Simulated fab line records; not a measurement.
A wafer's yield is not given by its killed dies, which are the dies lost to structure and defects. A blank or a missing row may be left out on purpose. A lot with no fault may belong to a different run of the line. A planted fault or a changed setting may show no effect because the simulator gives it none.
fab line records ; flow sky130
[record] lots = 6; wafers = 18; lastDay = 50
route steps=708 shown CAPM@545 METAL3@555 PAD_OPEN@708
lots with no fault: from the same line, run without faults
startH: start of the lot's first displayed wafer, in hours after the record's first day ; waitH: hours elapsed since this lot's preceding step ; " the same as in the row above ; L1.1+2: one row covering several wafers at once ; - no value, or no start was given ; * or withheld: withheld ; < > ~ a bound
route shown NAME@n: names a module that has steps shown in the file, with the first one's number in the route ; usual: average and standard deviation across the fault-free wafers ; same: alike in all rows ; chamber/n: place in a boat ; sites: per-site readings ; _std_site: standard deviation of those values ; _edge_site: the outer-site mean with the inner-site mean subtracted ; radiusMm: how far each site lies from the wafer's centre ; mask NAME#n: copy n ; behind: the tool/chamber that last shaped the wafer ; hold: why the lot went on hold/how many hours it stayed there/how the hold came to an end ; device: which transistor (n, p or np) failed to switch ; end of line: tests run on the same wafers once the route is complete ; for a step that has no rows: nothing shown but its recipe ; killed: the dies lost at the first sort to structure and to defects; this is not the yield of the wafer ; map: a wafer's dies, marking killed ones x, the rest . and places with no die _
set.NAME: the setting that was run; set.NAME@STEP: the one run at that earlier step ; model.NAME: the simulator's own value behind a step, which no gauge read
lots seen at some steps along the route; tables by step, rows by wafer
services: a tool's chamber out of use, with start hour (startH, from the record's first day; less than 0 if before it), hours out, and reason
[[steps]]
[step SKY_CAPM_SOFTBAKE_08]
[recipe] tempC = 90; timeS = 60; resist = NOVOLAK
[step SKY_CAPM_EXPOSE_09]
[recipe] maskId = CAPM; na = 0.6; sourceShape = conventional; sigmaOuter = 0.6; polarization = unpolarized; targetCdNm = 1000; doseMj = 159
[step SKY_CAPM_PEB_10]
[recipe] tempC = withheld; timeS = *; resist = NOVOLAK
[step SKY_CAPM_DEVELOP_11]
[recipe] resist = NOVOLAK; developer = TMAH; developTimeS = 60; devTempC = 23
[step SKY_CAPM_OVL_MEAS_12]
[usual] CAPM_OVL = -0.3/1.5
lot.wafer;tool;chamber;startH;waitH;CAPM_OVL[nm]
L820.2;overlay-01;-;886.70;0.1;-0.1
L820.3;overlay-01;-;886.70;0.1;-0.9
L820.4;overlay-01;-;886.70;0.1;-3.0
L833.2;overlay-01;-;997.70;0.1;1.6
L833.4;overlay-01;-;997.70;0.1;0.2
L833.6;overlay-01;-;997.70;0.1;-0.1
L835.2;overlay-01;-;1008.45;0.1;-1.1
L835.4;overlay-01;-;1008.45;0.1;-1.9
L835.5;overlay-01;-;1008.45;0.1;-1.0
L836.3;overlay-02;-;1009.85;0.1;-1.1
L836.4;overlay-02;-;1009.85;0.1;0.3
L836.5;overlay-02;-;1009.85;0.1;0.0
L840.2;overlay-02;-;1032.35;0.1;-3.9
L840.3;overlay-02;-;1032.35;0.1;-2.4
L840.5;overlay-02;-;1032.35;0.1;-3.1
L841.1;overlay-01;-;1038.10;0.1;0.7
L841.2;overlay-01;-;1038.10;0.1;0.2
L841.4;overlay-01;-;1038.10;0.1;-0.4
[step SKY_CAPM_METAL_ETCH_13]
[recipe] targetDepthNm = 220; stopOn = SiO2; chemistry = Cl2/BCl3; target = TiN; pressureMtorr = 10; icpW = 900; biasW = 48.5; Cl2_flow_sccm = 60; bcl3FlowSccm = 30; timeS = 62.9
[usual] drypumpMotorCurrentA = 5.5/0.45; oesProductAu = 0.941/0.0074; throttleValvePct = 21.902/0.01
lot.wafer;tool;chamber;startH;waitH;drypumpMotorCurrentA;oesProductAu;rfHoursCounterH;throttleValvePct
L820.2;rieMetal-02;0;886.73;0.0;6.2;0.929;7;21.892
L820.3;rieMetal-02;1;886.73;0.0;5.7;0.942;-;21.887
L820.4;rieMetal-02;0;886.73;0.0;6.2;0.937;-;21.906
L833.2;rieMetal-02;0;997.76;0.0;6.2;0.950;-;21.904
L833.4;rieMetal-02;0;997.76;0.0;6.1;0.949;-;21.913
L833.6;rieMetal-02;0;997.76;0.0;6.2;0.935;-;21.909
L835.2;rieMetal-01;1;1008.48;0.0;5.1;0.943;14;21.899
L835.4;rieMetal-01;0;1008.48;0.0;5.5;0.946;-;21.911
L835.5;rieMetal-01;0;1008.48;0.0;5.5;0.946;-;21.918
L836.3;rieMetal-02;0;1009.90;0.0;6.1;0.931;-;21.899
L836.4;rieMetal-02;1;1009.90;0.0;5.7;0.944;-;21.899
L836.5;rieMetal-02;0;1009.90;0.0;6.2;0.945;-;21.901
L840.2;rieMetal-02;0;1032.38;0.0;6.2;0.939;16;21.893
L840.3;rieMetal-02;1;1032.38;0.0;5.7;0.945;-;21.906
L840.5;rieMetal-02;0;1032.38;0.0;6.2;0.944;-;21.906
L841.1;rieMetal-03;0;1038.13;0.0;4.9;0.958;17;21.910
L841.2;rieMetal-03;1;1038.13;0.0;5.9;0.949;9;21.886
L841.4;rieMetal-03;0;1038.13;0.0;4.9;0.954;-;21.881
[step SKY_CAPM_STRIP_14]
[recipe] chemistry = O2/N2; powerW = 1400; pressureMtorr = 1500; platenTempC = withheld; o2FlowSccm = 3000; n2FlowSccm = 300; overashFraction = 0.5
[usual] drypumpMotorCurrentA = 5.5/0.35; oesProductAu = 0.710/0.0043; stripTimeToEndpointS = 12.66/0.039
lot.wafer;tool;chamber;startH;waitH;drypumpMotorCurrentA;oesProductAu;rfHoursCounterH;stripTimeToEndpointS
L820.2;plasmaAsher-03;1;886.80;0.1;5.9;0.714;46;12.68
L820.3;plasmaAsher-03;1;886.80;0.1;5.9;0.710;-;12.69
L820.4;plasmaAsher-03;0;886.80;0.1;6.0;0.709;-;12.71
L833.2;plasmaAsher-01;0;997.89;0.1;5.4;0.707;89;12.71
L833.4;plasmaAsher-01;1;997.89;0.1;5.5;0.707;-;12.69
L833.6;plasmaAsher-01;0;997.89;0.1;5.5;0.712;-;12.73
L835.2;plasmaAsher-04;0;1008.55;0.1;5.3;0.710;122;12.62
L835.4;plasmaAsher-04;1;1008.55;0.1;5.0;0.707;-;12.61
L835.5;plasmaAsher-04;1;1008.55;0.1;5.0;0.707;-;12.66
L836.3;plasmaAsher-04;1;1009.99;0.1;5.0;0.708;-;12.64
L836.4;plasmaAsher-04;0;1009.99;0.1;5.3;0.705;-;12.61
L836.5;plasmaAsher-04;1;1009.99;0.1;5.0;0.712;-;12.65
L840.2;plasmaAsher-04;0;1032.45;0.1;5.3;0.714;125;12.66
L840.3;plasmaAsher-04;1;1032.45;0.1;5.0;0.701;-;12.66
L840.5;plasmaAsher-04;0;1032.45;0.1;5.3;0.715;-;12.69
L841.1;plasmaAsher-03;1;1038.21;0.1;5.9;0.712;60;12.68
L841.2;plasmaAsher-03;0;1038.21;0.1;5.9;0.707;60;12.66
L841.4;plasmaAsher-03;1;1038.21;0.1;5.9;0.709;-;12.67
[step SKY_CAPM_STRIP_15]
[recipe] chemistry = postEtchResidueRemover; timeS = 1200; tempC = 72.5
[step SKY_CAPM_CLEAN_16]
[recipe] chemistry = IPA; timeS = 180; tempC = 25
[step SKY_CAPM_CLEAN_17]
[recipe] chemistry = O3/DIW; dry = n2Spin
[step SKY_METAL3_DEHYDRATE_05]
[recipe] tempC = 200; timeS = 60
[step SKY_METAL3_HMDS_06]
[recipe] primeTimeS = 60; primeTempC = 120
[step SKY_METAL3_COAT_07]
[recipe] resist = BARC; tempC = withheld; timeS = withheld; spinRpm = 3000; resistThkNm = 60
[usual] spinSpeedRpm = 2999.8/2.2
lot.wafer;tool;chamber;startH;waitH;spinSpeedRpm
L820.2;lithoTrack-02;0;900.37;0.1;3003.9
L820.3;lithoTrack-02;0;900.37;0.1;3004.7
L820.4;lithoTrack-02;0;900.37;0.1;3003.3
L833.2;lithoTrack-03;0;1009.90;0.1;2996.5
L833.4;lithoTrack-03;0;1009.90;0.1;2998.7
L833.6;lithoTrack-03;0;1009.90;0.1;2996.4
L835.2;lithoTrack-03;0;1020.15;0.1;2828.6
L835.4;lithoTrack-03;0;1020.15;0.1;2823.5
L835.5;lithoTrack-03;0;1020.15;0.1;2825.4
L836.3;lithoTrack-03;0;1021.78;0.1;2830.5
L836.4;lithoTrack-03;0;1021.78;0.1;2828.1
L836.5;lithoTrack-03;0;1021.78;0.1;2826.4
L840.2;lithoTrack-04;0;1044.12;0.1;2998.6
L840.3;lithoTrack-04;0;1044.12;0.1;2998.2
L840.5;lithoTrack-04;0;1044.12;0.1;3000.4
L841.1;lithoTrack-04;0;1049.34;0.1;3001.9
L841.2;lithoTrack-04;0;1049.34;0.1;2998.8
L841.4;lithoTrack-04;0;1049.34;0.1;3000.0
[step SKY_METAL3_COAT_08]
[recipe] resist = KrF-thick; spinRpm = 3000; resistThkNm = 1140
[step SKY_METAL3_SOFTBAKE_09]
[recipe] tempC = 100; timeS = 90; resist = KrF-thick
[step SKY_METAL3_EXPOSE_10]
[recipe] maskId = MM3; na = 0.68; sourceShape = annular; sigmaInner = 0.4; sigmaOuter = 0.8; targetCdNm = 300; doseMj = 28
[step SKY_METAL3_PEB_11]
[recipe] pebTempC = withheld; pebTimeS = withheld; resist = KrF-thick
[step SKY_METAL3_DEVELOP_12]
[recipe] developTimeS = 62.14; resist = KrF-thick; devTempC = 21
[step SKY_METAL3_CD_MEAS_13]
[recipe] targetCdNm = 300
[usual] cdNm = 299.8/1.5
lot.wafer;tool;chamber;startH;waitH;cdNm
L820.2;cdSem-01;-;912.46;-;296.9
L820.3;cdSem-01;-;912.46;-;297.6
L820.4;cdSem-01;-;912.46;-;298.0
L833.2;cdSem-02;-;1021.71;-;300.8
L833.4;cdSem-02;-;1021.71;-;299.0
L833.6;cdSem-02;-;1021.71;-;299.1
L835.2;cdSem-02;-;1032.06;-;299.2
L835.4;cdSem-02;-;1032.06;-;299.9
L835.5;cdSem-02;-;1032.06;-;299.2
L836.3;cdSem-01;-;1033.63;-;298.7
L836.4;cdSem-01;-;1033.63;-;298.9
L836.5;cdSem-01;-;1033.63;-;297.1
L840.2;cdSem-01;-;1056.07;-;302.8
L840.3;cdSem-01;-;1056.07;-;300.8
L840.5;cdSem-01;-;1056.07;-;302.3
L841.1;cdSem-02;-;1060.44;-;299.0
L841.2;cdSem-02;-;1060.44;-;299.2
L841.4;cdSem-02;-;1060.44;-;299.6
[step SKY_METAL3_OVL_MEAS_14]
[usual] METAL3_OVL = -1/5.6
lot.wafer;tool;chamber;startH;waitH;METAL3_OVL[nm]
L820.2;overlay-02;-;912.57;0.1;1
L820.3;overlay-02;-;912.57;0.1;0
L820.4;overlay-02;-;912.57;0.1;2
L833.2;overlay-02;-;1021.82;0.1;9
L833.4;overlay-02;-;1021.82;0.1;4
L833.6;overlay-02;-;1021.82;0.1;4
L835.2;overlay-01;-;1032.17;0.1;9
L835.4;overlay-01;-;1032.17;0.1;4
L835.5;overlay-01;-;1032.17;0.1;2
L836.3;overlay-01;-;1033.72;0.1;-6
L836.4;overlay-01;-;1033.72;0.1;-2
L836.5;overlay-01;-;1033.72;0.1;-9
L840.2;overlay-02;-;1056.17;0.1;6
L840.3;overlay-02;-;1056.17;0.1;2
L840.5;overlay-02;-;1056.17;0.1;0
L841.1;overlay-02;-;1060.56;0.1;-1
L841.2;overlay-02;-;1060.56;0.1;-2
L841.4;overlay-02;-;1060.56;0.1;1
[step SKY_METAL3_DESCUM_15]
[recipe] chemistry = O2; sourcePowerW = 150; biasPowerW = 0; pressureMtorr = 10; tempC = 40; timeS = 8
[usual] drypumpMotorCurrentA = 5.4/0.4; oesProductAu = 1.003/0.012; tempC = 40.00/0.11
lot.wafer;tool;chamber;startH;waitH;drypumpMotorCurrentA;oesProductAu;rfHoursCounterH;tempC
L820.2;rieMetal-03;0;912.60;0.0;4.8;1.012;10;40.15
L820.3;rieMetal-03;1;912.60;0.0;5.8;0.996;-;39.85
L820.4;rieMetal-03;0;912.60;0.0;4.8;1.004;-;39.89
L833.2;rieMetal-04;1;1021.85;0.0;5.6;1.005;15;39.84
L833.4;rieMetal-04;0;1021.85;0.0;6.0;1.027;-;40.18
L833.6;rieMetal-04;0;1021.85;0.0;6.0;1.007;-;40.07
L835.2;rieMetal-03;0;1032.20;0.0;4.9;1.005;16;39.96
L835.4;rieMetal-03;0;1032.20;0.0;4.9;0.996;-;40.07
L835.5;rieMetal-03;0;1032.20;0.0;4.9;0.999;-;40.08
L836.3;rieMetal-03;1;1033.76;0.0;5.8;1.001;-;40.11
L836.4;rieMetal-03;0;1033.76;0.0;4.8;1.005;-;40.07
L836.5;rieMetal-03;0;1033.76;0.0;4.9;1.002;-;39.97
L840.2;rieMetal-03;1;1056.20;0.0;5.9;1.008;10;39.98
L840.3;rieMetal-03;1;1056.20;0.0;5.8;1.009;-;40.08
L840.5;rieMetal-03;0;1056.20;0.0;4.8;1.012;-;40.04
L841.1;rieMetal-01;1;1060.60;0.0;5.1;1.004;19;40.03
L841.2;rieMetal-01;0;1060.60;0.0;5.5;0.997;1;40.01
L841.4;rieMetal-01;0;1060.60;0.0;5.5;0.993;-;40.09
[step SKY_METAL3_ETCH_16]
[recipe] chemistry = N2/H2; target = BARC; ionEnergyEv = 200; biasW = 100; pressureMtorr = 30; n2FlowSccm = 100; h2FlowSccm = 200; icpW = 500; stopOn = SiO2; timeS = 88.2; targetDepthA = 600
[usual] drypumpMotorCurrentA = 5.4/0.39; oesProductAu = 0.626/0.0046; throttleValvePct = 13.204/0.0088
lot.wafer;tool;chamber;startH;waitH;drypumpMotorCurrentA;oesProductAu;rfHoursCounterH;throttleValvePct;model.etch.depthNm
L820.2;rieMetal-03;0;912.63;0.0;4.9;0.617;10;13.216;59.54
L820.3;rieMetal-03;1;912.63;0.0;5.9;0.628;-;13.203;59.58
L820.4;rieMetal-03;0;912.63;0.0;4.9;0.624;-;13.188;59.55
L833.2;rieMetal-04;1;1021.88;0.0;5.6;0.631;15;13.211;60.06
L833.4;rieMetal-04;0;1021.88;0.0;6.0;0.619;-;13.200;60.18
L833.6;rieMetal-04;0;1021.88;0.0;6.0;0.622;-;13.203;60.05
L835.2;rieMetal-03;0;1032.23;0.0;4.9;0.629;16;13.209;61.77
L835.4;rieMetal-03;0;1032.23;0.0;4.8;0.636;-;13.211;61.49
L835.5;rieMetal-03;0;1032.23;0.0;4.8;0.632;-;13.190;61.58
L836.3;rieMetal-03;1;1033.81;0.0;5.9;0.640;-;13.207;61.77
L836.4;rieMetal-03;0;1033.81;0.0;4.9;0.640;-;13.207;61.99
L836.5;rieMetal-03;0;1033.81;0.0;4.9;0.633;-;13.203;61.53
L840.2;rieMetal-03;1;1056.24;0.0;5.9;0.621;10;13.205;59.78
L840.3;rieMetal-03;1;1056.24;0.0;5.9;0.630;-;13.207;59.89
L840.5;rieMetal-03;0;1056.24;0.0;4.9;0.626;-;13.203;59.89
L841.1;rieMetal-01;1;1060.63;0.0;5.1;0.627;19;13.199;60.07
L841.2;rieMetal-01;0;1060.63;0.0;5.5;0.623;1;13.219;59.94
L841.4;rieMetal-01;0;1060.63;0.0;5.5;0.631;-;13.202;59.94
[step SKY_METAL3_ETCH_17]
[recipe] target = SiO2; stopOn = TiN; chemistry = C4F8/O2/Ar; sourceW = 1500; biasW = 1200; pressureMtorr = 40; c4f8FlowSccm = withheld; O2_flow_sccm = 6; Ar_flow_sccm = 300; timeS = 3.9; targetDepthA = 150
[usual] oesProductAu = 0.754/0.0073
lot.wafer;tool;chamber;startH;waitH;oesProductAu;rfHoursCounterH
L820.2;rieDiel-03;3;912.73;0.1;0.752;6
L820.3;rieDiel-03;2;912.73;0.1;0.757;3
L820.4;rieDiel-03;1;912.73;0.1;0.757;23
L833.2;rieDiel-03;0;1021.98;0.1;0.744;14
L833.4;rieDiel-03;0;1021.98;0.1;0.744;-
L833.6;rieDiel-03;3;1021.98;0.1;0.750;-
L835.2;rieDiel-02;0;1032.33;0.1;0.747;18
L835.4;rieDiel-02;3;1032.33;0.1;0.754;10
L835.5;rieDiel-02;0;1032.33;0.1;0.750;-
L836.3;rieDiel-01;3;1033.88;0.0;0.752;12
L836.4;rieDiel-01;0;1033.88;0.0;0.761;4
L836.5;rieDiel-01;1;1033.88;0.0;0.766;-
L840.2;rieDiel-02;1;1056.34;0.1;0.751;10
L840.3;rieDiel-02;2;1056.34;0.1;0.753;13
L840.5;rieDiel-02;2;1056.34;0.1;0.760;-
L841.1;rieDiel-03;3;1060.73;0.1;0.758;12
L841.2;rieDiel-03;2;1060.73;0.1;0.742;9
L841.4;rieDiel-03;0;1060.73;0.1;0.746;15
[step SKY_PAD_OPEN_PROBE_99]
[usual] defectLimitedYield = 82.9/1.7; killed_at_M0_to_M3 = 42/6.7; killed_at_M4_up = 3.4/2; killedAtContacts = 24/5.1; killedAtFrontEnd = 14/4.2; killedAtOther = 0.2/0.49; killedDies = 84/8.4; killedOpen = 46/7; killedShort = 39/5.8; sort_bin_3_pad_short = 0.8/0.42; sort_bin_5_function = 10.2/1.3; sort_bin_6_memory = 6.1/1; sortNPass = 408/8.4; sortYieldPct = 82.9/1.7
[same] grossDies = 492; killedAtBackSide = 0; sort_bin_4_leakage[%] = 0; sort_bin_8_speed[%] = 0
lot.wafer;tool;chamber;startH;waitH;defectLimitedYield[%];killed_at_M0_to_M3;killed_at_M4_up;killedAtContacts;killedAtFrontEnd;killedAtOther;killedDies;killedOpen;killedShort;sort_bin_3_pad_short[%];sort_bin_5_function[%];sort_bin_6_memory[%];sortNPass;sortYieldPct[%]
L820.2;prober-01;-;1086.06;0.1;81.1;53;1;25;13;1;93;55;38;1.6;11.0;6.3;399;81.1
L820.3;prober-01;-;1086.11;0.2;81.9;35;5;31;18;0;89;58;31;0.6;13.0;4.5;403;81.9
L820.4;prober-01;-;1086.16;0.2;82.7;46;6;16;17;0;85;33;52;0.8;11.0;5.5;407;82.7
L833.2;prober-02;-;1175.62;0.1;82.9;43;4;24;13;0;84;41;43;1.0;11.0;5.1;408;82.9
L833.4;prober-02;-;1175.72;0.2;83.1;45;3;18;17;0;83;42;41;0.2;11.6;5.1;409;83.1
L833.6;prober-02;-;1175.82;0.2;83.3;39;9;23;11;0;82;46;36;1.0;10.2;5.5;410;83.3
L835.2;prober-02;-;1181.86;0.1;85.2;37;5;24;7;0;73;41;32;0.6;7.7;6.5;419;85.2
L835.4;prober-02;-;1181.96;0.2;83.9;43;2;16;18;0;79;40;39;0.6;9.3;6.1;413;83.9
L835.5;prober-02;-;1182.01;0.2;85.8;24;8;19;17;2;70;28;42;0.6;8.1;5.5;422;85.8
L836.3;prober-01;-;1183.86;0.2;80.5;47;3;20;25;1;96;58;38;1.6;12.0;5.9;396;80.5
L836.4;prober-01;-;1183.91;0.2;83.7;46;3;19;12;0;80;43;37;0.8;10.0;5.5;412;83.7
L836.5;prober-01;-;1183.96;0.2;82.3;41;3;25;18;0;87;47;40;0.2;10.2;7.3;405;82.3
L840.2;prober-01;-;1199.49;0.1;85.0;36;5;18;15;0;74;37;37;1.6;9.1;4.3;418;85.0
L840.3;prober-01;-;1199.54;0.2;82.1;48;4;32;4;0;88;46;42;0.2;10.2;7.5;404;82.1
L840.5;prober-01;-;1199.64;0.2;82.7;46;2;20;17;0;85;47;38;0.8;10.2;6.3;407;82.7
L841.1;prober-01;-;1207.42;0.1;82.5;40;9;25;12;0;86;40;46;1.8;9.6;6.1;406;82.5
L841.2;prober-01;-;1207.47;0.1;80.1;53;2;29;14;0;98;55;43;0.6;13.0;6.3;394;80.1
L841.4;prober-01;-;1207.57;0.2;83.5;45;2;23;11;0;81;50;31;0.4;10.2;5.9;411;83.5
// killed by level:class
L820.2 VIA1:geometricParticle:open=16 CONTACT:geometricParticle:open=8 METAL3:geometricParticle:short=8 LI_CONTACT:geometricParticle:open=6 VIA2:geometricParticle:open=6 VIA1:geometricParticle:short=5 POLY_GATE:geometricParticle:open=5 LOCAL_INTERCONNECT:geometricParticle:short=4
L820.3 VIA1:geometricParticle:open=12 CONTACT:geometricParticle:open=12 FIELD_ISO:geometricParticle:open=7 LI_CONTACT:geometricParticle:open=7 VIA2:geometricParticle:open=6 CONTACT:geometricParticle:short=5 LOCAL_INTERCONNECT:geometricParticle:short=4 VIA3:geometricParticle:open=4
L820.4 VIA1:geometricParticle:open=11 METAL2:geometricParticle:short=8 FIELD_ISO:geometricParticle:short=7 LI_CONTACT:geometricParticle:open=7 METAL3:geometricParticle:short=7 METAL1:geometricParticle:short=6 VIA1:geometricParticle:short=5 LOCAL_INTERCONNECT:geometricParticle:short=4
L833.2 VIA1:geometricParticle:open=10 CONTACT:geometricParticle:open=8 VIA3:geometricParticle:open=7 FIELD_ISO:geometricParticle:short=5 VIA1:geometricParticle:short=5 LI_CONTACT:geometricParticle:open=5 CONTACT:geometricParticle:short=5 METAL1:geometricParticle:short=5
L833.4 VIA1:geometricParticle:open=12 FIELD_ISO:geometricParticle:open=7 FIELD_ISO:geometricParticle:short=7 LI_CONTACT:geometricParticle:open=7 VIA3:geometricParticle:short=6 VIA3:geometricParticle:open=6 METAL1:geometricParticle:short=5 VIA1:geometricParticle:short=4
L833.6 VIA3:geometricParticle:open=9 LI_CONTACT:geometricParticle:open=8 METAL2:geometricParticle:short=8 CONTACT:geometricParticle:open=7 VIA2:geometricParticle:open=7 METAL4:geometricParticle:short=6 FIELD_ISO:geometricParticle:short=4 LOCAL_INTERCONNECT:geometricParticle:short=4
L835.2 CONTACT:geometricParticle:open=9 VIA2:geometricParticle:open=8 CONTACT:geometricParticle:short=7 METAL2:geometricParticle:short=7 VIA1:geometricParticle:open=6 LI_CONTACT:geometricParticle:open=5 VIA3:geometricParticle:open=4 POLY_GATE:geometricParticle:short=3
L835.4 VIA1:geometricParticle:open=8 VIA3:geometricParticle:open=8 METAL1:geometricParticle:short=7 METAL2:geometricParticle:short=7 FIELD_ISO:geometricParticle:short=6 POLY_GATE:geometricParticle:open=5 CONTACT:geometricParticle:open=4 VIA2:geometricParticle:open=4
L835.5 VIA1:geometricParticle:open=8 FIELD_ISO:geometricParticle:short=7 METAL4:geometricParticle:short=5 CONTACT:geometricParticle:short=4 CONTACT:geometricParticle:open=4 FIELD_ISO:geometricParticle:open=3 POLY_GATE:geometricParticle:short=3 VIA3:geometricParticle:open=3
L836.3 VIA1:geometricParticle:open=12 METAL1:geometricParticle:short=10 LI_CONTACT:geometricParticle:open=9 CONTACT:geometricParticle:open=7 VIA1:geometricParticle:short=6 METAL2:geometricParticle:short=6 FIELD_ISO:geometricParticle:open=5 POLY_GATE:geometricParticle:open=5
L836.4 VIA3:geometricParticle:open=8 VIA2:geometricParticle:open=7 VIA1:geometricParticle:open=7 METAL2:geometricParticle:short=5 POLY_GATE:geometricParticle:open=4 LI_CONTACT:geometricParticle:short=4 LI_CONTACT:geometricParticle:open=4 LOCAL_INTERCONNECT:geometricParticle:short=4
L836.5 CONTACT:geometricParticle:open=8 VIA3:geometricParticle:open=7 LI_CONTACT:geometricParticle:open=7 METAL1:geometricParticle:short=6 METAL2:geometricParticle:short=6 VIA2:geometricParticle:open=6 FIELD_ISO:geometricParticle:open=5 CONTACT:geometricParticle:short=5
L840.2 VIA3:geometricParticle:short=7 CONTACT:geometricParticle:open=6 VIA1:geometricParticle:open=6 VIA2:geometricParticle:open=6 LOCAL_INTERCONNECT:geometricParticle:short=5 POLY_GATE:geometricParticle:short=4 VIA2:geometricParticle:short=4 METAL4:geometricParticle:short=4
L840.3 LI_CONTACT:geometricParticle:open=12 METAL1:geometricParticle:short=10 VIA1:geometricParticle:open=9 CONTACT:geometricParticle:open=8 VIA1:geometricParticle:short=6 LOCAL_INTERCONNECT:geometricParticle:short=4 CONTACT:geometricParticle:short=4 VIA2:geometricParticle:open=4
L840.5 VIA1:geometricParticle:open=10 VIA2:geometricParticle:open=8 METAL2:geometricParticle:short=6 VIA3:geometricParticle:open=6 LI_CONTACT:geometricParticle:open=5 METAL1:geometricParticle:short=5 POLY_GATE:geometricParticle:short=4 POLY_GATE:geometricParticle:open=4
L841.1 METAL4:geometricParticle:short=9 LI_CONTACT:geometricParticle:open=8 CONTACT:geometricParticle:short=8 METAL2:geometricParticle:short=8 CONTACT:geometricParticle:open=6 METAL1:geometricParticle:open=6 METAL1:geometricParticle:short=4 VIA1:geometricParticle:open=4
L841.2 VIA1:geometricParticle:open=12 CONTACT:geometricParticle:open=10 LI_CONTACT:geometricParticle:open=8 METAL1:geometricParticle:short=7 VIA3:geometricParticle:open=7 POLY_GATE:geometricParticle:short=5 CONTACT:geometricParticle:short=5 METAL2:geometricParticle:short=5
L841.4 VIA1:geometricParticle:open=13 CONTACT:geometricParticle:open=10 LI_CONTACT:geometricParticle:open=7 VIA1:geometricParticle:short=5 VIA2:geometricParticle:open=5 FIELD_ISO:geometricParticle:open=4 VIA3:geometricParticle:open=4 METAL1:geometricParticle:short=4
[[services]]
tool;chamber;startH;hours;kind
plasmaAsher-01;-;881.68;0.9;repair
rieMetal-03;0;886.84;6.6;repair
rieDiel-02;0;891.27;9.9;repair
plasmaAsher-01;-;896.61;2.8;repair
rieDiel-01;2;929.96;5.9;repair
rieDiel-02;-;946.75;1.4;repair
rieMetal-01;0;967.17;1.6;repair
plasmaAsher-04;-;973.38;1.3;repair
rieMetal-01;1;983.21;1.8;repair
rieMetal-02;1;986.56;-;clean
rieMetal-02;1;986.56;22.4;scheduledDown
plasmaAsher-03;-;1003.84;14.6;pm
rieDiel-02;3;1005.68;6.7;repair
plasmaAsher-01;-;1009.29;1.8;repair
rieDiel-03;1;1014.01;15.8;repair
rieDiel-02;0;1025.36;1.2;repair
rieDiel-03;0;1027.22;10.4;repair
rieDiel-03;2;1037.59;5.7;repair
rieDiel-03;1;1040.52;3.8;repair
plasmaAsher-01;-;1042.88;1.3;repair
plasmaAsher-04;-;1048.79;21.2;repair
rieMetal-04;-;1049.55;1.4;repair
rieDiel-03;-;1051.10;2.8;pm
rieMetal-02;0;1058.78;15.6;repair
[[key]]
[firstSign] step = SKY_METAL3_COAT_07; reading = spinSpeedRpm; direction = down; sigmas = 78; usual = 2999.8; struck = 2827.1
effect none on later readings
[modelEffect] step = SKY_METAL3_ETCH_16; value = etch.depthNm; without = 59.86; struck = 61.69
metAt SKY_METAL3_COAT_07
struckWafers L835.2,L835.4,L835.5,L836.3,L836.4,L836.5
onsetBetween 1009.90 1020.15
[fault] kind = processParameterDrift; tool = lithoTrack-03; chamber = -; onsetH = 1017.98; steps = SKY_METAL3_COAT_07; channel = spinRpm; offset = -175.54; shape = step; endH = 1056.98; actsIn = theseRecipesOnly; stated = 3000
